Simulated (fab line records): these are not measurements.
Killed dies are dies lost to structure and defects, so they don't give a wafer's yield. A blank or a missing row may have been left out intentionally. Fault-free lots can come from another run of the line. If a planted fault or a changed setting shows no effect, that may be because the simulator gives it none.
Problem report, 8D (eight disciplines) form, completed by code | flow gf180mcu | the parts of the form that need people (team, actions taken, sign-off) are left out
Where a reading is given only as a bound, like >300, the bound stands for it, and a mean or a difference that rests on one is marked > or <: the true number lies beyond.

1. THE PROBLEM
M2_ALCU_RS at GF_M2_RS_MEAS_05 reads a mean of 7.0688 ohm/sq on 6 wafers of 2 lots; wafers without a fault read 0.0693 ohm/sq with a standard deviation of 0.00072. So: +99 or more standard deviations from the usual mean.
The step: measures by four-point-probe.
First seen on wafer L426.2, day 23 16:53, on film_metro-03. The record has a number at this step for 33 wafers belonging to 11 lots. Rule for "out", or "out of limits": more than 4 standard deviations from the usual mean. Any other wafer with a number is counted as sound.

2. WHAT THIS IS AND IS NOT
question                    | is                     | is not
which readings at this step | M2_ALCU_RS             | -
which lots                  | L426, L427             | L413, L415, L416, L417, L418, L421, L423, L434, L435
which wafers of those lots  | all that have a number | -
read on which gauges        | film_metro-03          | film_metro-01, film_metro-02
when                        | from day 23 16:53      | up to then (21 sound wafers); but 6 sound wafers of L434, L435 came after

3. THE SUSPECTS, EACH WITH WHAT RULES IT OUT
Counting: any tool at a process step up to the reading is kept as a suspect provided that every lot that is out went through it and no sound lot did after the first of them.
- the gauge at GF_M2_RS_MEAS_05 is ruled out. All the wafers that are out were read on film_metro-03, but those of them that GF_PASSIVATION_PROBE_99 has rows for are out there too, on other tools.
- pecvd-02 at GF_V1_CVD_02 (deposits SiO2 from TEOS, target thk 850 nm, time 94.851 s): ruled out as a lasting fault. Sound lots L434 ran on it after its first lot that is out, L426 (day 22 15:07).
- rie_diel-04 at GF_V1_ETCH_17 (etches SiO2 in C4F8/O2/Ar, stops on TiN, target depth 630 nm): ruled out as a lasting fault. Sound lots L434, L435 ran on it after its first lot that is out, L426 (day 23 16:46). GF_V1_ETCH_17: start missing for some lots; hours and lot order therefore follow GF_M2_SPUTTER_02.
- pvd_sputter-03 at GF_M2_SPUTTER_02 (material AlCu, target thk 450 nm, time 23.9 s): kept. It ran every lot that is out, first L426 (day 23 16:46), and no sound lot after that; its last sound lot up to then is L421 (day 21 23:53).
- pvd_sputter-03 at GF_M2_SPUTTER_04 (material TiN, target thk 50 nm, time 41.7 s): kept. It ran every lot that is out, first L426 (day 23 16:49), and no sound lot after that; its last sound lot up to then is L421 (day 21 23:56).
Remaining after the count are pvd_sputter-03 at GF_M2_SPUTTER_02 and pvd_sputter-03 at GF_M2_SPUTTER_04.

4. THE CAUSE (what the simulator had put in)
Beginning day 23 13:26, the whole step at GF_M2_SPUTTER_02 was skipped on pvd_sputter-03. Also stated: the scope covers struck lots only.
Counting leaves 2 suspects; this tool is one of them.

5. THE CHAIN OF EFFECTS, in route order
Rows list readings where the struck wafers' mean (over those with a number) sits beyond 3 standard deviations from the usual. Scope: only readings with a usual standard deviation given in the record; hours: median across lots of the time from each lot's start at the first step in this table that gives one to its start at this step; sigmas: change in usual standard deviations.
hours | step                    | reading              | usual         | on struck wafers | change  | sigmas
0     | GF_M2_RS_MEAS_05        | M2_ALCU_RS           | 0.0693 ohm/sq | 7.0688           | +6.9995 | +99 or more
0     | GF_M2_THK_MEAS_06       | M2_ALCU_THK          | 454 nm        | <0               | <-454   | <-76
229   | GF_PASSIVATION_PROBE_99 | defect_limited_yield | 90.6 %        | 0.0              | -90.6   | -65
229   | GF_PASSIVATION_PROBE_99 | killed_at_M0_to_M3   | 20            | 466              | +446    | +93
229   | GF_PASSIVATION_PROBE_99 | killed_dies          | 46            | 492              | +446    | +65
229   | GF_PASSIVATION_PROBE_99 | killed_on_rim        | 9             | 96               | +87     | +29
229   | GF_PASSIVATION_PROBE_99 | sort_bin_5_function  | 5.4 %         | 95.8             | +90.4   | +82
229   | GF_PASSIVATION_PROBE_99 | sort_n_pass          | 446           | 0                | -446    | -65
229   | GF_PASSIVATION_PROBE_99 | sort_yield_pct       | 90.6 %        | 0.0              | -90.6   | -65
It contains these process steps:
- GF_PASSIVATION_PROBE_99
Readings that are blank on the struck wafers while sound wafers have them: cathode_dc_power_W at GF_M2_SPUTTER_02; chamber_pressure_pa at GF_M2_SPUTTER_02; throttle_valve_pct at GF_M2_SPUTTER_02.

6. WHAT WOULD HAVE CAUGHT IT SOONER
The first out-of-limits reading at a measuring or inspecting step in this record came at day 23 16:53, 3 hours after the fault's start at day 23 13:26.
At GF_M2_SPUTTER_02 the tool's readings are blank on the struck wafers, where sound wafers have them: an empty tool record is the first sign, and it was there at once.
Lots out: 2; of these, L427 started GF_M2_SPUTTER_02 on pvd_sputter-03 after day 23 16:53. Had the tool been put on hold then, it would have been spared.
